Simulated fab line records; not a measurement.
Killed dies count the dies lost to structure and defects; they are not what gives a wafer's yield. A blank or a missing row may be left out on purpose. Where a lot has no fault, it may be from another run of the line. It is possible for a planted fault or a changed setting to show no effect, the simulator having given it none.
Which tool was responsible? / flow gf180mcu / 12 lots with 36 wafers sampled at 5 steps, on a route of 602 steps

## WHAT THE GAUGES SHOWED, per wafer
GF_VT_IMPLANT_TW_MEAS_21.
lot=L864; measured=day 6 19:11; on=film-metro-03; VT_IMPLANT_2_TW=1222 1221 1218
lot=L866; measured=day 7 07:11; on=film-metro-03; VT_IMPLANT_2_TW=1225 1225 1230
lot=L871; measured=day 8 15:51; on=film-metro-04; VT_IMPLANT_2_TW=1159 1155 1150 1155 1155 1161
lot=L872; measured=day 8 22:23; on=film-metro-02; VT_IMPLANT_2_TW=1126 1127 1123 1134 1125 1120
lot=L873; measured=day 9 02:50; on=film-metro-02; VT_IMPLANT_2_TW=1200 1201 1196
lot=L875; measured=day 9 18:32; on=film-metro-02; VT_IMPLANT_2_TW=1198 1199 1196
lot=L877; measured=day 10 06:17; on=film-metro-02; VT_IMPLANT_2_TW=1192 1190 1200
lot=L878; measured=day 10 11:58; on=film-metro-02; VT_IMPLANT_2_TW=1193 1190 1191
lot=L881; measured=day 11 08:26; on=film-metro-04; VT_IMPLANT_2_TW=1229 1232 1229
lot=L882; measured=day 11 10:27; on=film-metro-02; VT_IMPLANT_2_TW=1195 1190 1192
lot=L884; measured=day 11 23:29; on=film-metro-03; VT_IMPLANT_2_TW=1218 1222 1214
lot=L885; measured=day 12 11:08; on=film-metro-04; VT_IMPLANT_2_TW=1232 1229 1228

GF_V2_THK_MEAS_01.
lot=L864; measured=day 20 01:44; on=film-metro-02; V2_CVD_00_THK (nm)=594 605 593
lot=L866; measured=day 20 17:26; on=film-metro-04; V2_CVD_00_THK (nm)=606 600 624
lot=L871; measured=day 22 13:44; on=film-metro-02; V2_CVD_00_THK (nm)=600 579 602
lot=L872; measured=day 23 01:34; on=film-metro-01; V2_CVD_00_THK (nm)=595 602 612
lot=L873; measured=day 23 06:41; on=film-metro-04; V2_CVD_00_THK (nm)=587 591 586
lot=L875; measured=day 24 06:22; on=film-metro-01; V2_CVD_00_THK (nm)=597 603 606
lot=L877; measured=day 24 18:15; on=film-metro-02; V2_CVD_00_THK (nm)=599 603 598
lot=L878; measured=day 24 21:43; on=film-metro-02; V2_CVD_00_THK (nm)=596 594 587
lot=L881; measured=day 26 05:17; on=film-metro-02; V2_CVD_00_THK (nm)=610 601 603
lot=L882; measured=day 26 11:17; on=film-metro-01; V2_CVD_00_THK (nm)=603 595 617
lot=L884; measured=day 27 07:19; on=film-metro-04; V2_CVD_00_THK (nm)=609 614 612
lot=L885; measured=day 27 05:23; on=film-metro-01; V2_CVD_00_THK (nm)=596 605 606

## TOOL THAT RAN EACH LOT (tool first, then ch and the chambers of the sampled wafers, then the start)
lot=L864; GF_MVSD_STRIP_10=plasma-asher-02 ch 0,1, day 4 22:11; GF_VT_IMPLANT_IMPLANT_19=implanter-04 ch 0, day 6 18:58; GF_V1_CMP_26=cmp-02 ch 0,1,3, day 19 00:02
lot=L866; GF_MVSD_STRIP_10=plasma-asher-03 ch 0,1, day 5 09:01; GF_VT_IMPLANT_IMPLANT_19=implanter-03 ch 0, day 7 06:56; GF_V1_CMP_26=cmp-01 ch 1,2, day 19 16:41
lot=L871; GF_MVSD_STRIP_10=plasma-asher-03 ch 0,1, day 6 16:22; GF_VT_IMPLANT_IMPLANT_19=implanter-04 ch 0, day 8 15:38; GF_V1_CMP_26=cmp-02 ch 0,3, day 21 13:23
lot=L872; GF_MVSD_STRIP_10=plasma-asher-01 ch 0, day 6 22:34; GF_VT_IMPLANT_IMPLANT_19=implanter-04 ch 0, day 8 22:09; GF_V1_CMP_26=cmp-01 ch 0,1,3, day 22 01:49
lot=L873; GF_MVSD_STRIP_10=plasma-asher-01 ch 0,1, day 7 02:44; GF_VT_IMPLANT_IMPLANT_19=implanter-01 ch 0, day 9 02:35; GF_V1_CMP_26=cmp-01 ch 1,3, day 22 06:35
lot=L875; GF_MVSD_STRIP_10=plasma-asher-01 ch 0,1, day 7 16:01; GF_VT_IMPLANT_IMPLANT_19=implanter-03 ch 0, day 9 18:19; GF_V1_CMP_26=cmp-02 ch 0,1,2, day 23 06:09
lot=L877; GF_MVSD_STRIP_10=plasma-asher-02 ch 0,1, day 8 03:01; GF_VT_IMPLANT_IMPLANT_19=implanter-03 ch 0, day 10 06:02; GF_V1_CMP_26=cmp-02 ch 1,2,3, day 23 18:59
lot=L878; GF_MVSD_STRIP_10=plasma-asher-03 ch 0,1, day 8 08:16; GF_VT_IMPLANT_IMPLANT_19=implanter-03 ch 0, day 10 11:44; GF_V1_CMP_26=cmp-01 ch 2,3, day 23 22:40
lot=L881; GF_MVSD_STRIP_10=plasma-asher-03 ch 0,1, day 9 01:52; GF_VT_IMPLANT_IMPLANT_19=implanter-03 ch 0, day 11 08:11; GF_V1_CMP_26=cmp-01 ch 1,3, day 25 06:40
lot=L882; GF_MVSD_STRIP_10=plasma-asher-03 ch 0,1, day 9 05:13; GF_VT_IMPLANT_IMPLANT_19=implanter-03 ch 0, day 11 10:13; GF_V1_CMP_26=cmp-01 ch 0,2,3, day 25 12:32
lot=L884; GF_MVSD_STRIP_10=plasma-asher-03 ch 0, day 9 15:53; GF_VT_IMPLANT_IMPLANT_19=implanter-04 ch 0, day 11 23:14; GF_V1_CMP_26=cmp-02 ch 0,1, day 26 09:04
lot=L885; GF_MVSD_STRIP_10=plasma-asher-01 ch 0,1, day 10 01:47; GF_VT_IMPLANT_IMPLANT_19=implanter-04 ch 0, day 12 10:53; GF_V1_CMP_26=cmp-01 ch 0,1,3, day 26 07:20
- GF_MVSD_STRIP_10: strips in O2/N2.
- GF_VT_IMPLANT_IMPLANT_19
- GF_V1_CMP_26: polishes, stops on SiO2, t overpolish 15 s, target thk 0 nm.

## WHAT THE TOOLS THEMSELVES READ (means of the sampled wafers that have a number; where no wafer has one, the mark that the record gives instead)
GF_MVSD_STRIP_10.
lot=L864; tool=plasma-asher-02; chamber-pressure-mTorr (mTorr)=1501.2; drypump-motor-current-A (A)=5.2; heater-power-w (W)=350; oes-product-au (a.u.)=0.725; strip-time-to-endpoint-s (s)=36.97
lot=L866; tool=plasma-asher-03; chamber-pressure-mTorr (mTorr)=1499.8; drypump-motor-current-A (A)=5.6; heater-power-w (W)=309; oes-product-au (a.u.)=0.724; strip-time-to-endpoint-s (s)=36.99
lot=L871; tool=plasma-asher-03; chamber-pressure-mTorr (mTorr)=1500.0; drypump-motor-current-A (A)=5.6; heater-power-w (W)=311; oes-product-au (a.u.)=0.721; strip-time-to-endpoint-s (s)=37.18
lot=L872; tool=plasma-asher-01; chamber-pressure-mTorr (mTorr)=1500.0; drypump-motor-current-A (A)=5.6; heater-power-w (W)=365; oes-product-au (a.u.)=0.723; strip-time-to-endpoint-s (s)=36.91
lot=L873; tool=plasma-asher-01; chamber-pressure-mTorr (mTorr)=1500.5; drypump-motor-current-A (A)=5.4; heater-power-w (W)=347; oes-product-au (a.u.)=0.719; strip-time-to-endpoint-s (s)=36.93
lot=L875; tool=plasma-asher-01; chamber-pressure-mTorr (mTorr)=1499.8; drypump-motor-current-A (A)=5.4; heater-power-w (W)=344; oes-product-au (a.u.)=0.720; strip-time-to-endpoint-s (s)=36.92
lot=L877; tool=plasma-asher-02; chamber-pressure-mTorr (mTorr)=1498.7; drypump-motor-current-A (A)=5.2; heater-power-w (W)=355; oes-product-au (a.u.)=0.722; strip-time-to-endpoint-s (s)=36.78
lot=L878; tool=plasma-asher-03; chamber-pressure-mTorr (mTorr)=1499.9; drypump-motor-current-A (A)=5.6; heater-power-w (W)=306; oes-product-au (a.u.)=0.722; strip-time-to-endpoint-s (s)=36.89
lot=L881; tool=plasma-asher-03; chamber-pressure-mTorr (mTorr)=1500.2; drypump-motor-current-A (A)=5.6; heater-power-w (W)=312; oes-product-au (a.u.)=0.725; strip-time-to-endpoint-s (s)=37.02
lot=L882; tool=plasma-asher-03; chamber-pressure-mTorr (mTorr)=1500.5; drypump-motor-current-A (A)=5.6; heater-power-w (W)=309; oes-product-au (a.u.)=0.723; strip-time-to-endpoint-s (s)=37.09
lot=L884; tool=plasma-asher-03; chamber-pressure-mTorr (mTorr)=1500.2; drypump-motor-current-A (A)=5.4; heater-power-w (W)=303; oes-product-au (a.u.)=0.718; strip-time-to-endpoint-s (s)=36.82
lot=L885; tool=plasma-asher-01; chamber-pressure-mTorr (mTorr)=1499.7; drypump-motor-current-A (A)=5.4; heater-power-w (W)=347; oes-product-au (a.u.)=0.722; strip-time-to-endpoint-s (s)=36.91

GF_VT_IMPLANT_IMPLANT_19.
lot=L864; tool=implanter-04; beam-energy-keV=99.990; beam-on-s (s)=10.23; faraday-current-uA=24.0
lot=L866; tool=implanter-03; beam-energy-keV=100.023; beam-on-s (s)=10.05; faraday-current-uA=24.5
lot=L871; tool=implanter-04; beam-energy-keV=99.997; beam-on-s (s)=8.31; faraday-current-uA=29.4
lot=L872; tool=implanter-04; beam-energy-keV=100.010; beam-on-s (s)=8.19; faraday-current-uA=29.9
lot=L873; tool=implanter-01; beam-energy-keV=100.012; beam-on-s (s)=10.03; faraday-current-uA=24.4
lot=L875; tool=implanter-03; beam-energy-keV=100.001; beam-on-s (s)=10.03; faraday-current-uA=24.5
lot=L877; tool=implanter-03; beam-energy-keV=99.983; beam-on-s (s)=10.09; faraday-current-uA=24.3
lot=L878; tool=implanter-03; beam-energy-keV=100.017; beam-on-s (s)=9.98; faraday-current-uA=24.6
lot=L881; tool=implanter-03; beam-energy-keV=99.962; beam-on-s (s)=10.02; faraday-current-uA=24.5
lot=L882; tool=implanter-03; beam-energy-keV=100.003; beam-on-s (s)=10.13; faraday-current-uA=24.3
lot=L884; tool=implanter-04; beam-energy-keV=99.970; beam-on-s (s)=9.86; faraday-current-uA=24.9
lot=L885; tool=implanter-04; beam-energy-keV=99.990; beam-on-s (s)=10.13; faraday-current-uA=24.2

GF_V1_CMP_26.
lot=L864; tool=cmp-02; head-pressure-psi (psi)=3.498; motor-current-A (A)=11.7; overpolish-run-s (s)=15.006; time-to-endpoint-s (s)=79
lot=L866; tool=cmp-01; head-pressure-psi (psi)=3.499; motor-current-A (A)=10.9; overpolish-run-s (s)=14.998; time-to-endpoint-s (s)=87
lot=L871; tool=cmp-02; head-pressure-psi (psi)=3.501; motor-current-A (A)=11.5; overpolish-run-s (s)=15.001; time-to-endpoint-s (s)=86
lot=L872; tool=cmp-01; head-pressure-psi (psi)=3.500; motor-current-A (A)=11.4; overpolish-run-s (s)=14.990; time-to-endpoint-s (s)=80
lot=L873; tool=cmp-01; head-pressure-psi (psi)=3.499; motor-current-A (A)=10.4; overpolish-run-s (s)=15.005; time-to-endpoint-s (s)=83
lot=L875; tool=cmp-02; head-pressure-psi (psi)=3.492; motor-current-A (A)=11.6; overpolish-run-s (s)=14.999; time-to-endpoint-s (s)=82
lot=L877; tool=cmp-02; head-pressure-psi (psi)=3.501; motor-current-A (A)=11.2; overpolish-run-s (s)=14.999; time-to-endpoint-s (s)=84
lot=L878; tool=cmp-01; head-pressure-psi (psi)=3.500; motor-current-A (A)=11.3; overpolish-run-s (s)=15.000; time-to-endpoint-s (s)=83
lot=L881; tool=cmp-01; head-pressure-psi (psi)=3.509; motor-current-A (A)=10.3; overpolish-run-s (s)=15.006; time-to-endpoint-s (s)=83
lot=L882; tool=cmp-01; head-pressure-psi (psi)=3.501; motor-current-A (A)=11.6; overpolish-run-s (s)=14.993; time-to-endpoint-s (s)=81
lot=L884; tool=cmp-02; head-pressure-psi (psi)=3.500; motor-current-A (A)=11.5; overpolish-run-s (s)=14.991; time-to-endpoint-s (s)=85
lot=L885; tool=cmp-01; head-pressure-psi (psi)=3.498; motor-current-A (A)=11.3; overpolish-run-s (s)=14.996; time-to-endpoint-s (s)=84

## THE ANSWER, worked out from the rows above alone
Rule: the lots themselves supply what counts as usual. The widest of any qualifying gaps counts: lots, ordered by their means at a reading, are off when they make up no more than a third of the lots, leave a main group of 4 or more, and stand apart from it by 3 or more times the standard deviation of that group's means. If all means in a main group match to the digits the tables above print for the reading, that group is not used. Also off: a lot with no number at a reading for which 4 or more lots have one. All remaining lots with rows at the step are treated as sound. The gauges are gone through in route order, then the tools' own readings, and for those a lot's mean is taken as printed above. At the first step where some lot is off, the reading lying furthest off is the one used; lots without a number count as furthest.
Off: L871, L872, at GF_VT_IMPLANT_IMPLANT_19 (faraday-current-uA). The main group: mean 24.4, standard deviation 0.23.
A tool fits if, at that step or a process step before it, it ran every lot that is off, and no sound lot after the first of them. No candidate that was tried fits.

## WHAT WAS PUT IN BY THE SIMULATOR
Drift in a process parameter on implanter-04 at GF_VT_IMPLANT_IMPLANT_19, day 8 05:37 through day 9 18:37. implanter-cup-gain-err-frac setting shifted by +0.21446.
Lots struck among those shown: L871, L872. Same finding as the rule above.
